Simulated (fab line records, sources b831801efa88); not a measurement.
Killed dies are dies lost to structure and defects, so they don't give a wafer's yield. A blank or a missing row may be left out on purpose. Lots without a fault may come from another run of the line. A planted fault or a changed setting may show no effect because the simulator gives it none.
Which tool did it? | flow gf180mcu | 11 lots, 33 wafers sampled, at 6 steps of a route of 602

WHAT THE GAUGES READ, wafer by wafer
GF_M4_RS_MEAS_05: measures by four-point-probe.
lot  | measured     | on            | M4_ALCU_RS (ohm/sq)
L226 | day 22 23:37 | film_metro-02 | 0.0690 0.0681 0.0684
L228 | day 23 10:05 | film_metro-01 | 0.0690 0.0690 0.0685
L229 | day 23 20:42 | film_metro-02 | 0.0682 0.0685 0.0689
L230 | day 24 08:11 | film_metro-02 | 0.0683 0.0684 0.0687
L234 | day 25 15:46 | film_metro-03 | 0.0700 0.0697 0.0701
L240 | day 27 18:31 | film_metro-01 | 0.0695 0.0693 0.0693
L243 | day 28 06:47 | film_metro-03 | 0.0694 0.0689 0.0692
L245 | day 28 23:30 | film_metro-02 | 0.0695 0.0692 0.0705
L246 | day 29 05:14 | film_metro-01 | 0.0691 0.0689 0.0691
L247 | day 29 08:38 | film_metro-01 | 0.0694 0.0694 0.0690
L248 | day 29 14:53 | film_metro-03 | 0.0696 0.0692 0.0699

GF_M4_THK_MEAS_06: measures by xrf.
lot  | measured     | on            | M4_ALCU_THK (nm)
L226 | day 22 23:43 | film_metro-02 | 461 468 463
L228 | day 23 10:13 | film_metro-01 | 464 462 466
L229 | day 23 20:49 | film_metro-02 | 462 461 461
L230 | day 24 08:18 | film_metro-02 | 464 462 464
L234 | day 25 15:52 | film_metro-03 | 449 450 447
L240 | day 27 18:37 | film_metro-01 | 459 461 461
L243 | day 28 06:54 | film_metro-03 | 450 455 453
L245 | day 28 23:37 | film_metro-02 | 452 457 448
L246 | day 29 05:22 | film_metro-01 | 459 459 461
L247 | day 29 08:44 | film_metro-01 | 457 457 461
L248 | day 29 15:00 | film_metro-03 | 447 453 447

GF_V4_THK_MEAS_01.
lot  | measured     | on            | V4_CVD_00_THK (nm)
L226 | day 23 20:43 | film_metro-01 | 602 599 603
L228 | day 24 08:37 | film_metro-01 | 606 611 612
L229 | day 24 20:09 | film_metro-01 | 1217 1203 1205
L230 | day 25 07:11 | film_metro-04 | 1220 1201 1195
L234 | day 26 13:24 | film_metro-04 | 598 602 605
L240 | day 28 14:37 | film_metro-01 | 602 597 598
L243 | day 29 03:25 | film_metro-01 | 602 597 598
L245 | day 29 18:58 | film_metro-01 | 600 605 607
L246 | day 30 01:05 | film_metro-01 | 599 608 594
L247 | day 30 03:56 | film_metro-04 | 600 603 595
L248 | day 30 10:08 | film_metro-04 | 610 614 605

GF_V4_BOW_MEAS_05.
lot  | measured     | on            | V4_BOW (um)
L226 | day 23 21:29 | film_metro-02 | 130 131 129
L228 | day 24 09:07 | film_metro-04 | 143 133 134
L229 | day 24 20:46 | film_metro-01 | 167 165 164
L230 | day 25 07:41 | film_metro-04 | 176 173 161
L234 | day 26 13:55 | film_metro-02 | 140 138 135
L240 | day 28 15:07 | film_metro-02 | 140 135 134
L243 | day 29 03:57 | film_metro-01 | 136 129 122
L245 | day 29 19:30 | film_metro-04 | 128 126 143
L246 | day 30 01:35 | film_metro-04 | 143 140 126
L247 | day 30 04:26 | film_metro-01 | 134 132 139
L248 | day 30 10:38 | film_metro-01 | 120 118 127

WHICH TOOL RAN EACH LOT (tool, then ch and the chambers of the sampled wafers, then the start)
lot  | GF_V3_ETCH_16                      | GF_V4_CVD_00
L226 | rie_diel-04 ch 0,1,3, day 22 21:59 | hdpcvd-02 ch 0,1,2, day 23 20:37
L228 | rie_diel-03 ch 0,1,3, day 23 08:28 | hdpcvd-01 ch 0,1,2, day 24 08:32
L229 | rie_diel-01 ch 1,2, day 23 19:01   | hdpcvd-01 ch 0,1,2, day 24 19:49
L230 | rie_diel-01 ch 0,1,2, day 24 06:29 | hdpcvd-01 ch 0,2, day 25 06:53
L234 | rie_diel-03 ch 0,1,2, day 25 14:08 | hdpcvd-01 ch 0,1, day 26 13:19
L240 | rie_diel-01 ch 1,3, day 27 16:53   | hdpcvd-01 ch 1,2, day 28 14:32
L243 | rie_diel-01 ch 0,2,3, day 28 05:10 | hdpcvd-02 ch 1,2, day 29 03:21
L245 | rie_diel-01 ch 1,2,3, day 28 21:55 | hdpcvd-02 ch 0,1,2, day 29 18:54
L246 | rie_diel-04 ch 0,2, day 29 03:38   | hdpcvd-02 ch 0,1,2, day 30 01:01
L247 | rie_diel-04 ch 0,1,2, day 29 07:01 | hdpcvd-02 ch 1,2, day 30 03:51
L248 | rie_diel-04 ch 0,2,3, day 29 13:17 | hdpcvd-02 ch 0,1,2, day 30 10:03
- GF_V3_ETCH_16: etches BARC in N2/H2.
- GF_V4_CVD_00: deposits SiO2, target thk 600 nm, time 100 s.

WHAT THE TOOLS THEMSELVES READ (means of the sampled wafers that have a number; where no wafer has one, the mark that the record gives instead)
GF_V3_ETCH_16.
lot  | tool        | bias_w (W) | drypump_motor_current_A (A) | oes_product_au (a.u.) | rf_fwd_power_W (W) | throttle_valve_pct (%)
L226 | rie_diel-04 | 100.01     | 5.7                         | 0.858                 | 494.6              | 13.228
L228 | rie_diel-03 | 99.77      | 5.6                         | 0.854                 | 495.8              | 13.224
L229 | rie_diel-01 | 100.31     | 5.3                         | 0.854                 | 496.5              | 13.221
L230 | rie_diel-01 | 99.81      | 5.5                         | 0.863                 | 495.3              | 13.225
L234 | rie_diel-03 | 99.78      | 5.6                         | 0.853                 | 496.3              | 13.228
L240 | rie_diel-01 | 99.88      | 5.9                         | 0.851                 | 496.3              | 13.229
L243 | rie_diel-01 | 100.27     | 5.6                         | 0.853                 | 497.0              | 13.227
L245 | rie_diel-01 | 100.30     | 5.6                         | 0.853                 | 493.6              | 13.222
L246 | rie_diel-04 | 99.85      | 6.2                         | 0.854                 | 494.5              | 13.222
L247 | rie_diel-04 | 99.95      | 6.0                         | 0.857                 | 493.7              | 13.224
L248 | rie_diel-04 | 100.19     | 6.1                         | 0.854                 | 494.2              | 13.224

THE ANSWER, worked out from the rows above alone
Rule: what is usual is taken from the lots themselves. Put in order of their means at a reading, lots are off if they are a third of the lots or fewer, leave a main group of 4 or more, and stand apart from it by a gap of 3 or more times the standard deviation of the main group's means; of several such gaps the widest counts. A main group whose means are all the same, to the digits that the tables above print for the reading, isn't used. A lot without any number at a reading at which 4 lots or more have one is off too. The other lots that the step has rows for count as sound. The gauges are gone through in route order, then the tools' own readings, and for those a lot's mean is taken as printed above. The first step at which some lot is off is used, and at that step the reading that is off furthest; a lot without a number counts as furthest.
Off: L229, L230, at GF_V4_THK_MEAS_01 (V4_CVD_00_THK). The main group: mean 603 nm, standard deviation 4.
A tool fits if, at a process step before that reading, it ran every lot that is off, and no sound lot after the first of them. The gauges at GF_V4_THK_MEAS_01 are tried like those tools. None of those tried fits.

WHAT THE SIMULATOR HAD PUT IN
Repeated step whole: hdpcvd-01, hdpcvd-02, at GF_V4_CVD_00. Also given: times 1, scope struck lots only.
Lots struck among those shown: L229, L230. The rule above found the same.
